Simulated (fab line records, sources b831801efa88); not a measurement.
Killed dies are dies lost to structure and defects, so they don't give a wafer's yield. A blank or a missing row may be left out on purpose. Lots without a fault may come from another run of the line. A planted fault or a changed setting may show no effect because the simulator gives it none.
A struck lot beside a sound one | flow sky130 | 16 steps out of a route of 708
Sound: wafers L868.1, L868.5, L868.6. Struck: wafer L876.3. (L876.1, L876.4 of the same lot were not struck and are left out.) The cause comes at the end.
At each step with rows: each side's tool, then ch and its chambers, then its first start. Under that, the readings that differ: sound wafers | struck wafers | difference of the means | sigmas: that difference in standard deviations of wafers without a fault.
alike: readings whose means differ by less than 2 such deviations, and words and numbers that are the same on both sides. not compared: withheld readings, readings that some wafer has no value for, bounds like >300 that may hide the same value, and numbers for which the record gives no deviation and whose values overlap.
The two part at a step that has a row with sigmas, a row that says differs or no value, or rows on one side only. Numbers that don't overlap but have no deviation are shown without sigmas and don't part them. A reading that every wafer of one side lacks parts them only if that side has two wafers or more.

first, 2 steps without rows for these wafers: SKY_LOCAL_INTERCONNECT_PEB_09; SKY_LOCAL_INTERCONNECT_DEVELOP_10 (develop time 60 s).
SKY_LOCAL_INTERCONNECT_CD_MEAS_11: target cd 170 nm.
  sound on cd_sem-01, day 33 16:16; struck on cd_sem-02, day 35 16:46
  alike: cd_nm
SKY_LOCAL_INTERCONNECT_OVL_MEAS_12:
  sound on overlay-02, day 33 16:23; struck on overlay-01, day 35 16:53
  alike: LOCAL_INTERCONNECT_OVL
SKY_LOCAL_INTERCONNECT_ETCH_13: etches BARC in N2/H2, stops on SiO2, time 45.9 s, target depth 60 nm.
  sound on rie_metal-01 ch 0,1, day 33 16:25; struck on rie_metal-04 ch 0, day 35 16:55
  alike: chamber_pressure_mTorr, drypump_motor_current_A, he_backside_leak_sccm, oes_product_au, throttle_valve_pct
  not compared: rf_hours_counter_h
SKY_LOCAL_INTERCONNECT_METAL_ETCH_14: etches TiN in Cl2/BCl3, stops on PSG, target depth 110 nm, time 31.4 s.
  sound on rie_metal-01 ch 0,1, day 33 16:29; struck on rie_metal-04 ch 0, day 35 16:59
  alike: chamber_pressure_mTorr, drypump_motor_current_A, he_backside_leak_sccm, oes_product_au, throttle_valve_pct
  not compared: rf_hours_counter_h
SKY_LOCAL_INTERCONNECT_STRIP_15: strips in O2/N2.
  sound on plasma_asher-03 ch 0,1, day 33 16:32; struck on plasma_asher-04 ch 0, day 35 17:02
  alike: chamber_pressure_mTorr, drypump_motor_current_A, o2_flow_sccm, oes_product_au, strip_time_to_endpoint_s
  not compared: rf_hours_counter_h
then, 3 steps without rows for these wafers: SKY_LOCAL_INTERCONNECT_STRIP_16 (strips in post etch residue remover, time 1200 s); SKY_LOCAL_INTERCONNECT_CLEAN_17 (cleans in IPA, time 180 s); SKY_LOCAL_INTERCONNECT_CLEAN_18 (cleans in O3/DIW).
SKY_CONTACT_CVD_00: deposits Si3N4, target thk 75 nm.
  sound on pecvd-03 ch 0,1,2, day 33 17:07; struck on pecvd-04 ch 1, day 35 17:37
  alike: heater_power_outer_w, heater_power_w
SKY_CONTACT_THK_MEAS_01:
  sound on film_metro-04, day 33 17:09; struck on film_metro-01, day 35 17:40
  alike: CONTACT_CVD_00_THK
SKY_CONTACT_HDPCVD_02: deposits SiO2, target thk 565 nm, time 94.2 s.
  sound on hdpcvd-01 ch 1,2, day 33 17:13; struck on hdpcvd-02 ch 2, day 35 17:44
  reading                                     | sound             | struck | difference | sigmas
  run_length_s (s)                            | 122.2 122.3 120.9 | 112.6  | -9.2       | -16
  model.SiO2_of_CONTACT_HDPCVD_02.thk_nm (nm) | 558.1 559.7 567.3 | 510.4  | -51.3      |
SKY_CONTACT_THK_MEAS_03:
  sound on film_metro-02, day 33 17:17; struck on film_metro-01, day 35 17:48
  reading                 | sound       | struck | difference | sigmas
  CONTACT_HDPCVD_THK (nm) | 558 560 567 | 510    | -52        | -8
SKY_CONTACT_CMP_04: polishes SiO2.
  sound on cmp-02 ch 0,1,3, day 33 17:38; struck on cmp-02 ch 2, day 35 17:52
  reading                | sound    | struck | difference | sigmas
  time_to_endpoint_s (s) | 81 78 78 | 56     | -23        | -5
  alike: motor_current_A, slurry_flow_ml_min
SKY_CONTACT_BOW_MEAS_05:
  sound on film_metro-01, day 33 17:47; struck on film_metro-02, day 35 18:10
  alike: CONTACT_BOW

WHERE THEY PART
First at SKY_CONTACT_HDPCVD_02; last, within this record, at SKY_CONTACT_CMP_04. Later steps at which nothing parts them and some readings are alike: SKY_CONTACT_BOW_MEAS_05.

WHY: what the simulator had put in
Process parameter drift: hdpcvd-02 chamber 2, from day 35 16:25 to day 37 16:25, at SKY_CONTACT_HDPCVD_02. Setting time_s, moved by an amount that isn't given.
